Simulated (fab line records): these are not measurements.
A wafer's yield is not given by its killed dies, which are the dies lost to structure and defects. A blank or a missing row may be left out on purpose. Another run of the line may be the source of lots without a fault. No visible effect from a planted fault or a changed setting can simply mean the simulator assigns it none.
Problem report, 8D (eight disciplines) form, completed by code ; flow gf180mcu ; the parts of the form that need people (team, actions taken, sign-off) are left out

== 1. THE ISSUE ==
Wafers without a fault read 2999.8 rpm, standard deviation 2.2; spin speed rpm at GF_NSD_COAT_02 reads a mean of 2880.4 rpm on 6 wafers belonging to 2 lots. Measured from the usual mean, that is -54 standard deviations.
The step: resist thk 1014 nm.
Seen first at day 14 19:12 on litho track-04, wafer L338.3. Wafers with a number at this step in the record: 39, from 13 lots. Rule for "out" (also "out of limits"): further than 4 standard deviations from the usual mean. The rest of the wafers with a number are treated as sound.

== 2. WHAT IT IS, AND WHAT IT ISN'T ==
question;is;is not
which readings at this step;spin speed rpm;chill plate temp C
which lots;L338, L339;L334, L341, L344, L345, L347, L349, L350, L351, L352, L353, L355
which wafers of those lots;all that have a number;-
read on which tools;litho track-04;litho track-02, litho track-03
when;from day 14 19:12;"up to then (3 sound wafers); but 30 sound wafers of L341, L344, L345, L347, L349, L350, L351, L352, L353, L355 came after"

== 3. THE SUSPECTS, EACH WITH WHAT RULES IT OUT ==
Counting: any tool at a process step up to the reading is kept as a suspect provided that every lot that is out went through it and no sound lot did after the first of them.
- litho track-04 at GF_NSD_COAT_02 (resist thk 1014 nm): ruled out as a lasting fault. After its first lot that is out, L338 (day 14 19:12), sound lots L351, L355 ran on it.
Left after counting: nothing in the record.

== 4. THE CAUSE (what the simulator had put in) ==
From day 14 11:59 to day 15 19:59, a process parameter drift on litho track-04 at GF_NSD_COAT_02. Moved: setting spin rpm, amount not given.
Counting ruled it out, wrongly.

== 5. THE CHAIN OF EFFECTS, in route order ==
Rows list readings where the struck wafers' mean (over those with a number) sits beyond 3 standard deviations from the usual. Scope: only readings with a usual standard deviation given in the record; hours: median across lots of the time from each lot's start at the first step in this table that gives one to its start at this step; sigmas: change in usual standard deviations.
hours;step;reading;usual;on struck wafers;change;sigmas
0;GF_NSD_COAT_02;spin speed rpm;2999.8 rpm;2880.4;-119.4;-54
11;GF_NSD_STRIP_11;strip time to endpoint s;23.12 s;23.37;+0.25;+6.3
Here are the process steps it includes:
- GF_NSD_COAT_02: resist thk 1014 nm.
- GF_NSD_STRIP_11: strips in O2/N2.
Later steps that measure or inspect, where all struck wafers having a row at the step show a number for every such reading and not one has moved that far: GF_NSD_OVL_MEAS_08, GF_PSD_TW_MEAS_11.

== 6. WHAT WOULD HAVE CAUGHT IT SOONER ==
First out-of-limits reading in this record: day 14 19:12, which is 7 hours after fault onset at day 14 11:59.
